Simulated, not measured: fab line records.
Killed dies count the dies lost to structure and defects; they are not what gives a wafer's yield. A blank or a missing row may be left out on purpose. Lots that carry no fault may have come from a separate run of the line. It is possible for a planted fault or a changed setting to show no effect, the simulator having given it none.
2 desks, one fault / flow gf180mcu / numbers are kept per desk, each desk with only its own; the story behind them comes last

FOR THE TOOL OWNER'S DESK: implanter-04
For each lot that ran on this tool, the mean over its sampled wafers that have a number, from the tool's own readings at GF_LVPWELL_IMPLANT_09. A lot is out of limits, marked OUT, if its mean lies more than 4 standard deviations from the usual mean; the brackets give that distance.
Columns: A = beam-energy-keV at GF_LVPWELL_IMPLANT_09, usual 60.002; B = end-station-pressure-torr at GF_LVPWELL_IMPLANT_09, usual 5.02e-06 Torr
lot=L790; first seen here=day 4 07:34; A=60.002; B=4.90e-06
lot=L791; first seen here=day 4 14:46; A=59.994; B=5.26e-06
lot=L793; first seen here=day 4 19:18; A=60.014; B=5.03e-06
lot=L795; first seen here=day 5 09:37; A=60.004; B=5.00e-06
lot=L796; first seen here=day 5 16:18; A=55.739 (-99 or more) OUT; B=4.92e-06
lot=L797; first seen here=day 5 18:39; A=55.726 (-99 or more) OUT; B=5.02e-06
lot=L800; first seen here=day 6 12:42; A=55.717 (-99 or more) OUT; B=4.95e-06
lot=L812; first seen here=day 9 05:10; A=60.014; B=5.25e-06
This desk finds L796, L797, L800 out of limits, L796 being first, at day 5 16:18 (beam-energy-keV at GF_LVPWELL_IMPLANT_09). L790, L791, L793, L795, L812 stayed within limits.

THE METROLOGY DESK
What the gauges read, lot by lot, whatever tool the lot ran on: means of the sampled wafers that have a number. A lot is out of limits, marked OUT, if its mean lies more than 4 standard deviations from the usual mean; the brackets give that distance.
Columns: A = STI_OXIDATION_THK at GF_STI_THK_MEAS_02, usual 9.97 nm; B = cd-nm at GF_NSD_CD_MEAS_07, usual 401.0 nm
lot=L790; first seen here=day 1 16:53; A=10.07; B=403.1
lot=L791; first seen here=day 1 21:44; A=9.79; B=403.5
lot=L793; first seen here=day 2 07:31; A=9.93; B=401.4
lot=L794; first seen here=day 2 15:47; A=10.05; B=400.3
lot=L795; first seen here=day 2 20:57; A=9.71; B=402.2
lot=L796; first seen here=day 2 23:52; A=10.07; B=403.1
lot=L797; first seen here=day 3 04:04; A=9.96; B=402.7
lot=L798; first seen here=day 3 08:31; A=10.18; B=401.2
lot=L799; first seen here=day 3 14:10; A=10.16; B=398.6
lot=L800; first seen here=day 3 19:12; A=9.98; B=400.9
lot=L806; first seen here=day 5 00:31; A=9.77; B=402.1
lot=L809; first seen here=day 5 15:34; A=9.80; B=402.1
lot=L810; first seen here=day 5 20:31; A=10.35; B=400.9
lot=L811; first seen here=day 6 01:31; A=10.04; B=400.2
lot=L812; first seen here=day 6 06:50; A=9.69; B=398.0
This desk's verdict: no lot among the 15 shows anything out of limits.

ALL TOGETHER
The tool owner's desk had the chance to raise an alarm at day 5 16:18 on L796, L797, L800.
From the metrology desk's view, nothing was out of limits.
The metrology desk holds a record of L796, L797, L800, inside its limits.
All the named lots went through GF_LVPWELL_IMPLANT_09 on implanter-04.

WHAT THE SIMULATOR PUT IN
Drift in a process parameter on implanter-04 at GF_LVPWELL_IMPLANT_09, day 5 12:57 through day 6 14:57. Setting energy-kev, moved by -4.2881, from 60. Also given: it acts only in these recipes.
Struck lots among those shown: L796, L797, L800.
Delay in hours, fault start to first out-of-limits reading, by desk: the tool owner's desk at 3.
